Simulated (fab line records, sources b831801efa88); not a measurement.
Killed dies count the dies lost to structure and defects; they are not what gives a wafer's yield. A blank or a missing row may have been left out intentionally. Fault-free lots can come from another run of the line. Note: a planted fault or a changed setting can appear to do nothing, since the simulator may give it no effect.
Problem report in the 8D (eight disciplines) form, filled by code || flow sky130 || the parts of the form that need people (team, actions taken, sign-off) are left out

1. WHAT WENT WRONG
Wafers free of any fault read -0.2 nm (standard deviation 1.6) for VT_ADJUST_HVTP_OVL at SKY_VT_ADJUST_HVTP_OVL_MEAS_08, against a mean of 43.6 nm on 9 wafers of 3 lots. That is +27 standard deviations from the usual mean.
The first sign was on wafer L566.3 at day 8 21:56, on overlay-01. Wafers with a number at this step in the record: 36, from 12 lots. The rule behind "out" and "out of limits": a value lying over 4 standard deviations away from the usual mean. All remaining wafers that have a number are taken as sound.

2. WHAT IT IS AND WHAT IT IS NOT
{"question": "which readings at this step", "is": "VT_ADJUST_HVTP_OVL", "is not": "-"}
{"question": "which lots", "is": "L566, L567, L568", "is not": "L556, L557, L559, L560, L572, L575, L576, L577, L578"}
{"question": "which wafers of those lots", "is": "all that have a number", "is not": "-"}
{"question": "read on which gauges", "is": "overlay-01, overlay-02", "is not": "-"}
{"question": "when", "is": "from day 8 21:56", "is not": "up to then (12 sound wafers); but 15 sound wafers of L572, L575, L576, L577, L578 came after"}

3. SUSPECTS, AND WHAT RULES EACH OUT
Counting: a tool at any process step up to the reading remains a suspect when it ran all the lots that are out and ran no sound lot after the first of those.
- the gauge at SKY_VT_ADJUST_HVTP_OVL_MEAS_08: ruled out. The wafers that are out were read on 2 gauges (overlay-01, overlay-02).
- iline stepper-02 at SKY_VT_ADJUST_HVTP_EXPOSE_04 (exposes mask HVTPM, target cd 380 nm): kept. It processed each lot that is out, first L566 at day 8 11:56, and no sound lot thereafter; up to then, the last sound lot it processed was L557 at day 6 00:37.
Left after counting: iline stepper-02 at SKY_VT_ADJUST_HVTP_EXPOSE_04.

4. THE CAUSE (what the simulator had put in)
Scanner matching overlay: iline stepper-02, from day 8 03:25 on, at SKY_VT_ADJUST_HVTP_EXPOSE_04. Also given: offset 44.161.
This tool alone remained once counting was done.

5. THE CHAIN OF EFFECTS, in route order
Each row: a reading whose mean over the struck wafers that have a number lies more than 3 standard deviations from the usual. Scope: only readings with a usual standard deviation given in the record; hours: median across lots of the time from each lot's start at the first step in this table that gives one to its start at this step; sigmas: change in usual standard deviations.
{"hours": 0, "step": "SKY_VT_ADJUST_HVTP_OVL_MEAS_08", "reading": "VT_ADJUST_HVTP_OVL", "usual": "-0.2 nm", "on struck wafers": 43.6, "change": "+43.8", "sigmas": "+27"}
At these later measuring or inspecting steps, every struck wafer for which the step has a row has a number for every such reading, and none has moved that far: SKY_SONOS_ONO_THK_MEAS_01, SKY_LDD_P_TW_MEAS_11.

6. HOW IT WOULD HAVE BEEN CAUGHT EARLIER
The first out-of-limits reading at a measuring or inspecting step in this record came at day 8 21:56, 19 hours after the fault's start at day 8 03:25.
Tool readings at SKY_VT_ADJUST_HVTP_EXPOSE_04 with a usual standard deviation given in the record: none out on any struck wafer, hence no alarm at a limit of 4 standard deviations on them.
L568, from the lots that are out (3), started SKY_VT_ADJUST_HVTP_EXPOSE_04 on iline stepper-02 later than day 8 21:56. Putting the tool on hold at that point would have spared it.
